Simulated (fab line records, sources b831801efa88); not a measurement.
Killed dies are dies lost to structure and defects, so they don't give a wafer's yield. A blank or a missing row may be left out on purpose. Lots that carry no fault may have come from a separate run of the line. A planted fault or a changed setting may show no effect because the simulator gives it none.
fab line records	flow sky130	part 1 of 2: steps 1 to 42 of 43
record: lots: 6	wafers: 18	last_day: 48
route steps=708 shown METAL4@629 VIA4@639 METAL5@661 PAD_OPEN@708
lots that met no fault: from a run of the same line without faults
start_h: hours from the record's opening day to when the first of the lot's shown wafers began	wait_h: hours from the lot's prior step to this one	" identical to the entry in the row above	L1.1+2: several wafers, shown together as one row	- either no value or no given start	* or withheld: withheld	< > ~ a bound
route shown NAME@n: a module of which the file shows steps, and the number in the route of the first	usual: mean/standard deviation taken from wafers without a fault	same: alike in all rows	chamber/n: place in a boat	sites: per-site readings	_std_site: standard deviation of those values	_edge_site: mean of outer sites minus mean of inner sites	radius_mm: for every site, how far away it sits from the centre of the wafer	mask NAME#n: copy n	behind: the last tool/chamber to shape the wafer	hold: cause of the lot's hold/its duration in hours/its outcome	device: whichever transistor did not switch (one of n, p or np)	end of line: at the end of the route, the tests of the same wafers	step lacking rows: just its recipe	killed: the dies lost at the first sort to structure and to defects; this is not the yield of the wafer	map: dies across one wafer; x = killed, . = not, _ = none there
set.NAME: setting as actually run; set.NAME@STEP: the setting as run at that earlier step	model.NAME: the simulator's own value behind a step, which no gauge read
lots at selected steps of the route; one table per step, one row per wafer
services: a tool's chamber out of use, with start hour (start_h, from the record's first day; less than 0 if before it), hours out, and reason
== steps ==
step: SKY_METAL4_CD_MEAS_13
recipe: target_cd_nm: 300
usual: cd_nm: 299.8/1.3
lot.wafer	tool	chamber	start_h	wait_h	cd_nm
L730.1	cd_sem-01	-	998.26	-	295.7
L730.2	"	-	"	"	297.6
L730.4	"	-	"	"	295.9
L735.4	cd_sem-02	-	1027.45	-	300.0
L735.5	"	-	"	"	301.1
L735.6	"	-	"	"	300.0
L739.3	cd_sem-01	-	1050.32	-	301.2
L739.4	"	-	"	"	302.2
L739.5	"	-	"	"	302.6
L741.2	cd_sem-02	-	1063.36	-	298.6
L741.3	"	-	"	"	297.7
L741.4	"	-	"	"	300.5
L742.1	cd_sem-02	-	1067.24	-	298.9
L742.3	"	-	"	"	300.3
L742.4	"	-	"	"	301.4
L743.2	cd_sem-02	-	1071.08	-	302.1
L743.3	"	-	"	"	302.6
L743.4	"	-	"	"	301.5
step: SKY_METAL4_OVL_MEAS_14
usual: METAL4_OVL: -1/5.2
lot.wafer	tool	chamber	start_h	wait_h	METAL4_OVL[nm]
L730.1	overlay-01	-	998.38	0.1	-5
L730.2	"	-	"	"	-4
L730.4	"	-	"	"	-2
L735.4	overlay-02	-	1027.53	0.1	-6
L735.5	"	-	"	"	-3
L735.6	"	-	"	"	-8
L739.3	overlay-01	-	1050.41	0.1	8
L739.4	"	-	"	"	2
L739.5	"	-	"	"	2
L741.2	overlay-02	-	1063.46	0.1	-4
L741.3	"	-	"	"	-6
L741.4	"	-	"	"	1
L742.1	overlay-02	-	1067.36	0.1	-6
L742.3	"	-	"	"	-3
L742.4	"	-	"	"	-8
L743.2	overlay-02	-	1071.19	0.1	-10
L743.3	"	-	"	"	8
L743.4	"	-	"	"	-1
step: SKY_METAL4_DESCUM_15
recipe: chemistry: O2	source_power_w: 150	bias_power_w: 0	pressure_mtorr: 10	temp_c: 40	time_s: 8
step: SKY_METAL4_ETCH_16
recipe: chemistry: N2/H2	target: BARC	ion_energy_ev: 200	bias_w: 100	pressure_mtorr: 30	n2_flow_sccm: 100	h2_flow_sccm: 200	icp_w: 500	stop_on: SiO2	time_s: 88.2	target_depth_a: 600
step: SKY_METAL4_ETCH_17
recipe: target: SiO2	stop_on: TiN	chemistry: C4F8/O2/Ar	source_w: 1500	bias_w: 1200	pressure_mtorr: 40	c4f8_flow_sccm: withheld	O2_flow_sccm: 6	Ar_flow_sccm: 300	time_s: 3.9	target_depth_a: 150
usual: oes_product_au: 0.754/0.0074
lot.wafer	tool	chamber	start_h	wait_h	oes_product_au	rf_hours_counter_h
L730.1	rie_diel-04	0	998.55	0.1	0.763	15
L730.2	"	3	"	"	0.760	11
L730.4	"	0	"	"	0.750	-
L735.4	rie_diel-04	0	1027.81	0.1	0.750	16
L735.5	"	1	"	"	0.761	-
L735.6	"	0	"	"	0.758	-
L739.3	rie_diel-04	3	1050.56	0.0	0.756	13
L739.4	"	0	"	"	0.757	17
L739.5	"	1	"	"	0.748	-
L741.2	rie_diel-01	2	1063.63	0.1	0.746	13
L741.3	"	1	"	"	0.744	19
L741.4	"	0	"	"	0.768	-
L742.1	rie_diel-04	1	1067.53	0.1	0.757	19
L742.3	"	3	"	"	0.761	14
L742.4	"	2	"	"	0.764	16
L743.2	rie_diel-01	1	1071.35	0.1	0.760	19
L743.3	"	0	"	"	0.760	29
L743.4	"	3	"	"	0.750	0
step: SKY_METAL4_METAL_ETCH_18
recipe: target_depth_a: 8450	stop_on: SiO2	over_etch_frac: 0.3	time_s: 183.1	chemistry: Cl2/BCl3	resist_sidewall_deg: 88	pressure_mtorr: 10	icp_w: 900	bias_w: 48.5	Cl2_flow_sccm: 60	bcl3_flow_sccm: 30
step: SKY_METAL4_STRIP_19
recipe: chemistry: O2/N2	power_w: 1400	pressure_mtorr: 1500	platen_temp_c: withheld	o2_flow_sccm: 3000	n2_flow_sccm: 300	overash_fraction: 0.5
step: SKY_METAL4_STRIP_20
recipe: chemistry: post_etch_residue_remover	time_s: 1200	temp_c: 72.5
step: SKY_METAL4_CLEAN_21
recipe: chemistry: IPA	time_s: 180	temp_c: 25
step: SKY_METAL4_CLEAN_22
recipe: chemistry: O3/DIW	dry: n2_spin
step: SKY_VIA4_HDPCVD_00
recipe: material: SiO2	target_thk_nm: 1750	sigma_open_frac: 0.3	time_s: 291.7	temp_c: 400	sih4_flow_sccm: 60	pressure_mtorr: 6
step: SKY_VIA4_THK_MEAS_01
recipe: reads: SiO2_of_VIA4_HDPCVD_00
usual: VIA4_HDPCVD_THK: 1749/22
lot.wafer	tool	chamber	start_h	wait_h	VIA4_HDPCVD_THK[nm]
L730.1	film_metro-02	-	999.55	0.1	1766
L730.2	"	-	"	"	1718
L730.4	"	-	"	"	1742
L735.4	film_metro-01	-	1028.81	0.0	1752
L735.5	"	-	"	"	1745
L735.6	"	-	"	"	1747
L739.3	film_metro-02	-	1051.65	0.1	1730
L739.4	"	-	"	"	1749
L739.5	"	-	"	"	1707
L741.2	film_metro-01	-	1064.63	0.1	1769
L741.3	"	-	"	"	1728
L741.4	"	-	"	"	1757
L742.1	film_metro-02	-	1068.49	0.1	1757
L742.3	"	-	"	"	1760
L742.4	"	-	"	"	1714
L743.2	film_metro-01	-	1072.32	0.1	1728
L743.3	"	-	"	"	1751
L743.4	"	-	"	"	1751
step: SKY_VIA4_CMP_02
recipe: material: SiO2	down_force_psi: 4	platen_rpm: 60	pad_velocity_m_s: 0.94248
usual: motor_current_A: 11.8/0.45	slurry_flow_ml_min: 150.0/0.51
lot.wafer	tool	chamber	start_h	wait_h	motor_current_A	slurry_flow_ml_min
L730.4	cmp-01	1	999.61	0.0	12.6	150.4
L730.2	"	3	"	"	12.7	150.3
L730.1	"	0	"	"	12.1	150.6
L735.4	cmp-02	0	1028.84	0.0	11.9	149.6
L735.5	"	0	"	"	11.9	150.3
L735.6	"	1	"	"	11.5	151.0
L739.3	cmp-01	0	1051.74	0.1	12.4	150.4
L739.4	"	1	"	"	12.1	149.3
L739.5	"	3	"	"	12.4	149.8
L741.2	cmp-02	1	1064.68	0.0	11.9	150.6
L741.4	"	2	"	"	11.8	149.8
L741.3	"	3	"	"	11.8	150.3
L742.3	cmp-02	3	1068.55	0.0	11.6	149.8
L742.1	"	1	"	"	11.0	150.0
L742.4	"	2	"	"	11.4	150.7
L743.3	cmp-02	0	1072.37	0.0	11.9	150.3
L743.2	"	1	"	"	11.5	150.1
L743.4	"	3	"	"	11.4	149.2
step: SKY_VIA4_BOW_MEAS_03
recipe: mode: bow
usual: VIA4_BOW: 80/8.4
lot.wafer	tool	chamber	start_h	wait_h	VIA4_BOW[um]
L730.1	film_metro-01	-	999.91	0.1	95
L730.2	"	-	"	"	82
L730.4	"	-	"	"	85
L735.4	film_metro-01	-	1029.20	0.3	76
L735.5	"	-	"	"	76
L735.6	"	-	"	"	74
L739.3	film_metro-04	-	1052.03	0.2	83
L739.4	"	-	"	"	84
L739.5	"	-	"	"	83
L741.2	film_metro-01	-	1065.00	0.3	91
L741.3	"	-	"	"	73
L741.4	"	-	"	"	78
L742.1	film_metro-02	-	1068.85	0.1	77
L742.3	"	-	"	"	64
L742.4	"	-	"	"	65
L743.2	film_metro-02	-	1072.69	0.2	88
L743.3	"	-	"	"	82
L743.4	"	-	"	"	76
step: SKY_VIA4_DEHYDRATE_04
recipe: temp_c: 200	time_s: 60
step: SKY_VIA4_HMDS_05
recipe: prime_time_s: 60	prime_temp_c: 120
step: SKY_VIA4_COAT_06
recipe: resist: NOVOLAK	spin_rpm: 2966	resist_thk_nm: 1140
step: SKY_VIA4_SOFTBAKE_07
recipe: temp_c: 90	time_s: 60	resist: NOVOLAK
step: SKY_VIA4_EXPOSE_08
recipe: mask_id: VIM4	na: 0.6	source_shape: conventional	sigma_outer: 0.6	polarization: unpolarized	target_cd_nm: 800	dose_mj: 132
step: SKY_VIA4_PEB_09
recipe: temp_c: withheld	time_s: *	resist: NOVOLAK
step: SKY_VIA4_DEVELOP_10
recipe: resist: NOVOLAK	developer: TMAH	develop_time_s: 60	dev_temp_c: 23
step: SKY_VIA4_OVL_MEAS_11
usual: VIA4_OVL: 1.4/1.2
lot.wafer	tool	chamber	start_h	wait_h	VIA4_OVL[nm]
L730.1	overlay-02	-	1022.84	0.1	3.9
L730.2	"	-	"	"	0.4
L730.4	"	-	"	"	2.8
L735.4	overlay-02	-	1051.78	0.1	3.2
L735.5	"	-	"	"	2.8
L735.6	"	-	"	"	0.2
L739.3	overlay-01	-	1073.00	0.1	0.8
L739.4	"	-	"	"	1.7
L739.5	"	-	"	"	0.5
L741.2	overlay-02	-	1085.72	0.1	1.7
L741.3	"	-	"	"	2.6
L741.4	"	-	"	"	0.5
L742.1	overlay-02	-	1090.31	0.1	1.4
L742.3	"	-	"	"	3.2
L742.4	"	-	"	"	1.0
L743.2	overlay-01	-	1093.38	0.1	0.6
L743.3	"	-	"	"	1.2
L743.4	"	-	"	"	1.5
step: SKY_VIA4_ETCH_12
recipe: target: SiO2	chemistry: C4F8/O2/Ar	stop_on: TiN	mask_material: NOVOLAK	source_w: 1500	bias_w: 1200	pressure_mtorr: 40	c4f8_flow_sccm: withheld	O2_flow_sccm: 6	Ar_flow_sccm: 300	time_s: withheld	target_depth_a: 5800
step: SKY_VIA4_STRIP_13
recipe: chemistry: O2/N2	power_w: 1400	pressure_mtorr: 1500	platen_temp_c: withheld	o2_flow_sccm: 3000	n2_flow_sccm: 300	overash_fraction: 0.5
step: SKY_VIA4_STRIP_14
recipe: chemistry: post_etch_residue_remover	time_s: 1200	temp_c: 72.5
step: SKY_VIA4_CLEAN_15
recipe: chemistry: IPA	time_s: 180	temp_c: 25
step: SKY_VIA4_CLEAN_16
recipe: chemistry: O3/DIW	dry: n2_spin
step: SKY_VIA4_SPUTTER_17
recipe: material: TiN	target_thk_nm: 20	chamber_pressure_pa: 5	power_w: 4000	time_s: 80
step: SKY_VIA4_CVD_18
recipe: material: W	target_thk_nm: 505	time_s: 152.14	temp_c: 400	pressure_torr: 40
usual: heater_power_w: 824/59
lot.wafer	tool	chamber	start_h	wait_h	heater_power_w
L730.1	cvd_w-01	1	1023.61	0.0	782
L730.2	"	0	"	"	878
L730.4	"	0	"	"	910
L735.4	cvd_w-01	1	1052.57	0.1	776
L735.5	"	1	"	"	769
L735.6	"	0	"	"	903
L739.3	cvd_w-01	0	1074.25	0.1	890
L739.4	"	1	"	"	777
L739.5	"	0	"	"	889
L741.2	cvd_w-01	1	1086.50	0.0	796
L741.3	"	1	"	"	763
L741.4	"	0	"	"	893
L742.1	cvd_w-02	0	1091.08	0.0	883
L742.3	"	0	"	"	859
L742.4	"	1	"	"	743
L743.2	cvd_w-01	1	1094.14	0.0	775
L743.3	"	1	"	"	788
L743.4	"	0	"	"	898
step: SKY_VIA4_RS_MEAS_19
recipe: thk_meas_gauge: four-point-probe	reads: W_of_VIA4_CVD_18+TiN_of_VIA4_SPUTTER_17
usual: VIA4_W_RS: 0.2279/0.0023
lot.wafer	tool	chamber	start_h	wait_h	VIA4_W_RS[ohm/sq]
L730.1	film_metro-01	-	1023.76	0.1	0.2274
L730.2	"	-	"	"	0.2238
L730.4	"	-	"	"	0.2227
L735.4	film_metro-04	-	1052.73	0.1	0.2278
L735.5	"	-	"	"	0.2302
L735.6	"	-	"	"	0.2265
L739.3	film_metro-04	-	1074.39	0.1	0.2242
L739.4	"	-	"	"	0.2271
L739.5	"	-	"	"	0.2236
L741.2	film_metro-02	-	1086.68	0.1	0.2273
L741.3	"	-	"	"	0.2300
L741.4	"	-	"	"	0.2268
L742.1	film_metro-04	-	1091.23	0.1	0.2241
L742.3	"	-	"	"	0.2268
L742.4	"	-	"	"	0.2265
L743.2	film_metro-04	-	1094.31	0.1	0.2298
L743.3	"	-	"	"	0.2300
L743.4	"	-	"	"	0.2256
step: SKY_VIA4_THK_MEAS_20
recipe: thk_meas_gauge: xrf	reads: W_of_VIA4_CVD_18
usual: VIA4_W_THK: 514/7.3
lot.wafer	tool	chamber	start_h	wait_h	VIA4_W_THK[nm]
L730.1	film_metro-01	-	1023.88	0.1	511
L730.2	"	-	"	"	523
L730.4	"	-	"	"	524
L735.4	film_metro-04	-	1052.82	0.1	512
L735.5	"	-	"	"	507
L735.6	"	-	"	"	513
L739.3	film_metro-04	-	1074.49	0.1	523
L739.4	"	-	"	"	514
L739.5	"	-	"	"	524
L741.2	film_metro-02	-	1086.79	0.1	506
L741.3	"	-	"	"	501
L741.4	"	-	"	"	505
L742.1	film_metro-04	-	1091.35	0.1	530
L742.3	"	-	"	"	519
L742.4	"	-	"	"	520
L743.2	film_metro-04	-	1094.42	0.1	513
L743.3	"	-	"	"	511
L743.4	"	-	"	"	523
step: SKY_VIA4_CMP_21
recipe: stop_on: SiO2	t_overpolish_s: 25	down_force_psi: 3.5	platen_rpm: 60	target_thk_nm: 0	pad_velocity_m_s: 0.94248
step: SKY_METAL5_SPUTTER_00
recipe: material: Ti	target_thk_nm: 15	power_w: 3000	time_s: 10	chamber_pressure_pa: 0.4
usual: throttle_valve_pct: 29.7/1.2
lot.wafer	tool	chamber	start_h	wait_h	throttle_valve_pct
L730.1	pvd_sputter-03	-	1024.26	0.1	31.2
L730.2	"	-	"	"	31.5
L730.4	"	-	"	"	31.0
L735.4	pvd_sputter-01	-	1053.39	0.1	29.1
L735.5	"	-	"	"	29.2
L735.6	"	-	"	"	31.4
L739.3	pvd_sputter-03	-	1074.86	0.2	31.2
L739.4	"	-	"	"	29.1
L739.5	"	-	"	"	29.0
L741.2	pvd_sputter-02	-	1087.35	0.1	30.0
L741.3	"	-	"	"	30.1
L741.4	"	-	"	"	31.5
L742.1	pvd_sputter-02	-	1091.71	0.2	31.3
L742.3	"	-	"	"	29.8
L742.4	"	-	"	"	30.1
L743.2	pvd_sputter-02	-	1094.77	0.1	27.9
L743.3	"	-	"	"	30.0
L743.4	"	-	"	"	30.1
step: SKY_METAL5_SPUTTER_01
recipe: material: TiN	target_thk_nm: 20	power_w: 6500	time_s: 16.7	chamber_pressure_pa: 0.4
usual: throttle_valve_pct: 29.7/1.2
lot.wafer	tool	chamber	start_h	wait_h	throttle_valve_pct
L730.1	pvd_sputter-03	-	1024.28	0.0	31.0
L730.2	"	-	"	"	31.5
L730.4	"	-	"	"	31.0
L735.4	pvd_sputter-01	-	1053.42	0.0	28.8
L735.5	"	-	"	"	29.5
L735.6	"	-	"	"	31.6
L739.3	pvd_sputter-03	-	1074.88	0.0	30.9
L739.4	"	-	"	"	29.0
L739.5	"	-	"	"	29.1
L741.2	pvd_sputter-02	-	1087.37	0.0	29.7
L741.3	"	-	"	"	30.0
L741.4	"	-	"	"	31.7
L742.1	pvd_sputter-02	-	1091.73	0.0	31.6
L742.3	"	-	"	"	29.7
L742.4	"	-	"	"	30.0
L743.2	pvd_sputter-02	-	1094.80	0.0	28.0
L743.3	"	-	"	"	30.1
L743.4	"	-	"	"	29.7
step: SKY_METAL5_SPUTTER_02
recipe: material: AlCu	target_thk_nm: 1150	power_w: 10600	time_s: 61.2	chamber_pressure_pa: 0.4
usual: throttle_valve_pct: 29.7/1.2
lot.wafer	tool	chamber	start_h	wait_h	throttle_valve_pct
L730.1	pvd_sputter-03	-	1024.31	0.0	30.9
L730.2	"	-	"	"	31.1
L730.4	"	-	"	"	31.2
L735.4	pvd_sputter-01	-	1053.44	0.0	28.8
L735.5	"	-	"	"	29.4
L735.6	"	-	"	"	31.5
L739.3	pvd_sputter-03	-	1074.91	0.0	31.2
L739.4	"	-	"	"	28.9
L739.5	"	-	"	"	29.1
L741.2	pvd_sputter-02	-	1087.39	0.0	29.9
L741.3	"	-	"	"	29.9
L741.4	"	-	"	"	31.4
L742.1	pvd_sputter-02	-	1091.76	0.0	31.5
L742.3	"	-	"	"	29.8
L742.4	"	-	"	"	30.1
L743.2	pvd_sputter-02	-	1094.82	0.0	28.1
L743.3	"	-	"	"	30.0
L743.4	"	-	"	"	29.8
step: SKY_METAL5_SPUTTER_03
recipe: material: Ti	target_thk_nm: 5	power_w: 3000	time_s: 3.3	chamber_pressure_pa: 0.4132
step: SKY_METAL5_SPUTTER_04
recipe: material: TiN	target_thk_nm: 70	power_w: 6500	time_s: 58.3	chamber_pressure_pa: 0.4
step: SKY_METAL5_RS_MEAS_05
recipe: thk_meas_gauge: four-point-probe	reads: TiN_of_METAL5_SPUTTER_04+Ti_of_METAL5_SPUTTER_03+AlCu_of_METAL5_SPUTTER_02+TiN_of_METAL5_SPUTTER_01+Ti_of_METAL5_SPUTTER_00
usual: METAL5_ALCU_RS: 0.02688/0.00026
lot.wafer	tool	chamber	start_h	wait_h	METAL5_ALCU_RS[ohm/sq]
L730.1	film_metro-04	-	1024.43	0.0	0.02727
L730.2	"	-	"	"	0.02731
L730.4	"	-	"	"	0.02754
L735.4	film_metro-03	-	1053.62	0.1	0.02696
L735.5	"	-	"	"	0.02717
L735.6	"	-	"	"	0.02667
L739.3	film_metro-01	-	1075.07	0.1	0.02725
L739.4	"	-	"	"	0.02736
L739.5	"	-	"	"	0.02711
L741.2	film_metro-03	-	1087.53	0.0	0.02668
L741.3	"	-	"	"	0.02661
L741.4	"	-	"	"	0.02692
L742.1	film_metro-01	-	1091.88	0.0	0.02651
L742.3	"	-	"	"	0.02647
L742.4	"	-	"	"	0.02645
L743.2	film_metro-04	-	1094.96	0.0	0.02657
L743.3	"	-	"	"	0.02627
L743.4	"	-	"	"	0.02638
step: SKY_METAL5_THK_MEAS_06
recipe: thk_meas_gauge: xrf	reads: AlCu_of_METAL5_SPUTTER_02
usual: METAL5_ALCU_THK: 1160/12
lot.wafer	tool	chamber	start_h	wait_h	METAL5_ALCU_THK[nm]
L730.1	film_metro-04	-	1024.55	0.1	1151
L730.2	"	-	"	"	1145
L730.4	"	-	"	"	1144
L735.4	film_metro-03	-	1053.71	0.1	1157
L735.5	"	-	"	"	1139
L735.6	"	-	"	"	1168
L739.3	film_metro-01	-	1075.17	0.1	1138
L739.4	"	-	"	"	1135
L739.5	"	-	"	"	1144
L741.2	film_metro-03	-	1087.64	0.1	1157
L741.3	"	-	"	"	1160
L741.4	"	-	"	"	1146
L742.1	film_metro-01	-	1092.00	0.1	1174
L742.3	"	-	"	"	1185
L742.4	"	-	"	"	1181
L743.2	film_metro-04	-	1095.07	0.1	1176
L743.3	"	-	"	"	1186
L743.4	"	-	"	"	1187
step: SKY_METAL5_DEHYDRATE_07
recipe: temp_c: 200	time_s: 60
step: SKY_METAL5_HMDS_08
recipe: prime_time_s: 60	prime_temp_c: 120
step: SKY_METAL5_COAT_09
recipe: resist: NOVOLAK	spin_rpm: 3000	resist_thk_nm: 1800
